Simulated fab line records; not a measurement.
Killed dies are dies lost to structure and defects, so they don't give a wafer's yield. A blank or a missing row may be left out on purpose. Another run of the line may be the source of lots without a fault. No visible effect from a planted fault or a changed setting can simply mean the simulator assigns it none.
fab line records    flow gf180mcu
record: lots: 6  wafers: 18  last_day: 34
route steps=602 shown V4@476
lots with no fault: from the same line, run without faults
start_h: the number of hours between the record's first day and the start of the first shown wafer of the lot    wait_h: time in hours since the lot's previous step    " identical to the entry in the row above    L1.1+2: a row that stands for several wafers    - no value, or no start given    * or withheld: withheld    < > ~ a bound
route shown NAME@n: a module of which the file shows steps, and the number in the route of the first    usual: average and standard deviation across the fault-free wafers    same: alike in all rows    chamber/n: place in a boat    sites: readings site by site    _std_site: standard deviation across them    _edge_site: outer sites' mean less inner sites'    radius_mm: for every site, how far away it sits from the centre of the wafer    mask NAME#n: copy n    behind: the tool/chamber that last shaped the wafer    hold: what put the lot on hold/how long, in hours/how the hold closed    device: which transistor (n, p or np) failed to switch    end of line: tests run on the same wafers once the route is complete    for a step that has no rows: nothing shown but its recipe    killed: count of dies lost to structure and defects at first sort (not the wafer's yield)    map: dies across one wafer; x = killed, . = not, _ = none there
set.NAME: the run value of the setting; set.NAME@STEP: its run value at that earlier step    model.NAME: the simulator's own value behind a step, which no gauge read
lots seen at some steps along the route; tables by step, rows by wafer
services: the hour from which a tool's chamber was out of use, counted from the record's first day as start_h (under 0 if before that day), plus the number of hours and why
== steps ==
step: GF_V4_CVD_00
recipe: material: SiO2  target_thk_nm: 600  sigma_open_frac: 0.3  temp_c: 400  time_s: 100  sih4_flow_sccm: 60  pressure_mtorr: 6
step: GF_V4_THK_MEAS_01
recipe: reads: SiO2_of_V4_CVD_00
usual: V4_CVD_00_THK: 599/8.1
lot.wafer  tool           chamber  start_h  wait_h  V4_CVD_00_THK[nm]
L255.1     film_metro-02  -        546.71   0.0     612
L255.2     "              -        "        "       596
L255.4     "              -        "        "       619
L272.1     film_metro-04  -        675.21   0.0     603
L272.2     "              -        "        "       611
L272.6     "              -        "        "       613
L273.1     film_metro-04  -        677.40   0.0     604
L273.3     "              -        "        "       609
L273.4     "              -        "        "       606
L276.2     film_metro-02  -        694.65   0.0     591
L276.4     "              -        "        "       604
L276.5     "              -        "        "       600
L277.3     film_metro-01  -        702.98   0.1     595
L277.5     "              -        "        "       598
L277.6     "              -        "        "       590
L278.4     film_metro-04  -        706.81   0.0     601
L278.5     "              -        "        "       607
L278.6     "              -        "        "       600
step: GF_V4_CVD_02
recipe: material: SiO2  target_thk_nm: 850  precursor: TEOS  temp_c: 400  time_s: 94.851  rf_w: 600
usual: heater_power_w: 644/69
lot.wafer  tool      chamber  start_h  wait_h  heater_power_w
L255.1     pecvd-04  2        546.77   0.1     587
L255.2     "         0        "        "       734
L255.4     "         2        "        "       614
L272.1     pecvd-04  2        675.27   0.1     566
L272.2     "         1        "        "       713
L272.6     "         1        "        "       587
L273.1     pecvd-02  1        677.46   0.1     793
L273.3     "         2        "        "       497
L273.4     "         1        "        "       631
L276.2     pecvd-03  0        694.70   0.0     654
L276.4     "         1        "        "       659
L276.5     "         2        "        "       622
L277.3     pecvd-03  2        703.02   0.0     618
L277.5     "         0        "        "       630
L277.6     "         1        "        "       695
L278.4     pecvd-02  2        706.88   0.1     593
L278.5     "         0        "        "       669
L278.6     "         1        "        "       795
step: GF_V4_THK_MEAS_03
recipe: reads: SiO2_of_V4_CVD_02
usual: V4_CVD_02_THK: 845/12
lot.wafer  tool           chamber  start_h  wait_h  V4_CVD_02_THK[nm]
L255.1     film_metro-04  -        546.84   0.0     840
L255.2     "              -        "        "       850
L255.4     "              -        "        "       868
L272.1     film_metro-04  -        675.34   0.0     851
L272.2     "              -        "        "       841
L272.6     "              -        "        "       852
L273.1     film_metro-04  -        677.53   0.0     834
L273.3     "              -        "        "       849
L273.4     "              -        "        "       856
L276.2     film_metro-02  -        694.78   0.0     832
L276.4     "              -        "        "       835
L276.5     "              -        "        "       830
L277.3     film_metro-02  -        703.11   0.1     821
L277.5     "              -        "        "       849
L277.6     "              -        "        "       835
L278.4     film_metro-04  -        706.94   0.0     854
L278.5     "              -        "        "       846
L278.6     "              -        "        "       849
step: GF_V4_CMP_04
recipe: material: SiO2  down_force_psi: 4  platen_rpm: 60  pad_velocity_m_s: 0.94248
usual: motor_current_A: 13.5/2.3  platen_rpm: 59.99/0.037  time_to_endpoint_s: 82/6.6
lot.wafer  tool    chamber  start_h  wait_h  motor_current_A  platen_rpm  time_to_endpoint_s
L255.1     cmp-01  3        546.90   0.1     12.4             60.04       75
L255.2     "       0        "        "       12.1             60.04       79
L255.4     "       2        "        "       12.6             60.02       82
L272.2     cmp-02  2        675.49   0.1     15.9             60.02       82
L272.1     "       3        "        "       15.2             60.07       82
L272.6     "       3        "        "       14.1             60.05       87
L273.3     cmp-02  0        677.78   0.2     14.5             60.04       93
L273.4     "       2        "        "       16.3             60.03       90
L273.1     "       3        "        "       14.3             60.04       81
L276.4     cmp-02  1        694.88   0.1     9.5              59.99       81
L276.2     "       3        "        "       15.0             59.98       78
L276.5     "       0        "        "       14.5             60.04       83
L277.3     cmp-02  2        703.37   0.2     16.9             59.93       79
L277.6     "       0        "        "       15.0             59.95       82
L277.5     "       1        "        "       9.6              60.00       81
L278.4     cmp-02  0        706.97   0.0     14.2             59.95       95
L278.5     "       0        "        "       14.5             60.01       91
L278.6     "       1        "        "       9.1              59.87       86
step: GF_V4_BOW_MEAS_05
recipe: mode: bow
usual: V4_BOW: 134/8.5
lot.wafer  tool           chamber  start_h  wait_h  V4_BOW[um]
L255.1     film_metro-04  -        547.20   0.2     133
L255.2     "              -        "        "       135
L255.4     "              -        "        "       143
L272.1     film_metro-01  -        675.79   0.2     140
L272.2     "              -        "        "       144
L272.6     "              -        "        "       148
L273.1     film_metro-04  -        678.08   0.1     130
L273.3     "              -        "        "       131
L273.4     "              -        "        "       131
L276.2     film_metro-01  -        695.15   0.1     127
L276.4     "              -        "        "       132
L276.5     "              -        "        "       138
L277.3     film_metro-01  -        703.61   0.2     127
L277.5     "              -        "        "       133
L277.6     "              -        "        "       122
L278.4     film_metro-01  -        707.33   0.3     131
L278.5     "              -        "        "       131
L278.6     "              -        "        "       135
step: GF_V4_DEHYDRATE_06
recipe: temp_c: 200  time_s: 60
step: GF_V4_HMDS_07
recipe: prime_time_s: 60  prime_temp_c: 120
step: GF_V4_COAT_08
recipe: resist: BARC  temp_c: withheld  time_s: withheld  spin_rpm: withheld  resist_thk_nm: withheld
step: GF_V4_COAT_09
recipe: resist: KrF  spin_rpm: withheld  resist_thk_nm: 1000
step: GF_V4_SOFTBAKE_10
recipe: temp_c: 130  time_s: 60  resist: KrF
step: GF_V4_EXPOSE_11
recipe: mask_id: Via4  target_cd_nm: 260  na: 0.68  source_shape: conventional  sigma_outer: 0.6  dose_mj: 38
step: GF_V4_PEB_12
recipe: peb_temp_c: 135  peb_time_s: 90  resist: KrF
usual: chill_plate_temp_C: 22.99/0.11  exhaust_pa: 45.1/0.94
lot.wafer  tool            chamber  start_h  wait_h  chill_plate_temp_C  exhaust_pa
L255.1     litho_track-02  0        568.97   -       22.97               43.2
L255.2     "               0        "        "       23.05               44.7
L255.4     "               0        "        "       23.04               44.4
L272.1     litho_track-02  -        694.07   -       -                   -
L272.2     "               -        "        "       -                   -
L272.6     "               -        "        "       -                   -
L273.1     litho_track-04  -        697.06   -       -                   -
L273.3     "               -        "        "       -                   -
L273.4     "               -        "        "       -                   -
L276.2     litho_track-04  0        712.89   -       22.82               42.8
L276.4     "               0        "        "       22.79               44.9
L276.5     "               0        "        "       22.88               44.7
L277.3     litho_track-02  0        720.89   -       22.99               44.7
L277.5     "               0        "        "       22.96               44.9
L277.6     "               0        "        "       22.95               45.2
L278.4     litho_track-02  0        724.62   -       23.15               45.7
L278.5     "               0        "        "       23.15               44.8
L278.6     "               0        "        "       23.22               45.6
step: GF_V4_DEVELOP_13
recipe: develop_time_s: 60  resist: KrF  dev_temp_c: 21
== services ==
tool      chamber  start_h  hours  kind
cmp-02    -        533.81   1.7    repair
pecvd-02  -        537.37   10.7   repair
pecvd-02  -        554.96   3.3    repair
cmp-01    -        556.35   4.2    pm
cmp-01    -        572.38   4.0    pm
pecvd-04  -        578.33   14.6   pm
cmp-02    -        583.05   4.3    pm
pecvd-02  -        591.12   14.0   pm
pecvd-02  0        591.12   14.0   vent_cycle
pecvd-02  1        591.12   14.0   vent_cycle
pecvd-02  2        591.12   14.0   vent_cycle
cmp-01    -        600.08   0.7    repair
pecvd-03  -        621.68   2.8    pm
cmp-02    -        634.85   2.8    pm
cmp-02    -        641.54   0.6    repair
cmp-01    -        667.50   74.2   repair
cmp-01    -        672.18   1.3    repair
cmp-02    -        680.67   0.6    repair
cmp-01    -        691.38   2.5    repair
cmp-01    -        693.74   22.9   repair
pecvd-03  -        705.86   1.1    repair
pecvd-04  2        707.52   4.8    repair
pecvd-03  1        719.79   2.0    repair
pecvd-02  -        720.31   2.8    pm
== key ==
first_sign: step: GF_V4_PEB_12  reading: tool_record  direction: missing
effect none on later readings
met_at GF_V4_PEB_12
struck_wafers L272.1,L272.2,L272.6,L273.1,L273.3,L273.4
later_rows_left_out L272.1,L272.2,L272.6,L273.1,L273.3,L273.4
sort_left_out L272.1,L272.2,L272.6,L273.1,L273.3,L273.4
onset_between 568.97 694.07
fault: kind: skipped_step_whole  tool: litho_track-02,litho_track-04  chamber: -  onset_h: 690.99  steps: GF_V4_PEB_12  scope: struck_lots_only
sort_left_out: the simulated sort isn't trusted on such a fault, so these wafers' sort isn't shown, and their yield isn't known
later_rows_left_out: the simulator's readings of these wafers behind a module that went badly wrong aren't trusted and aren't shown, but for the sort
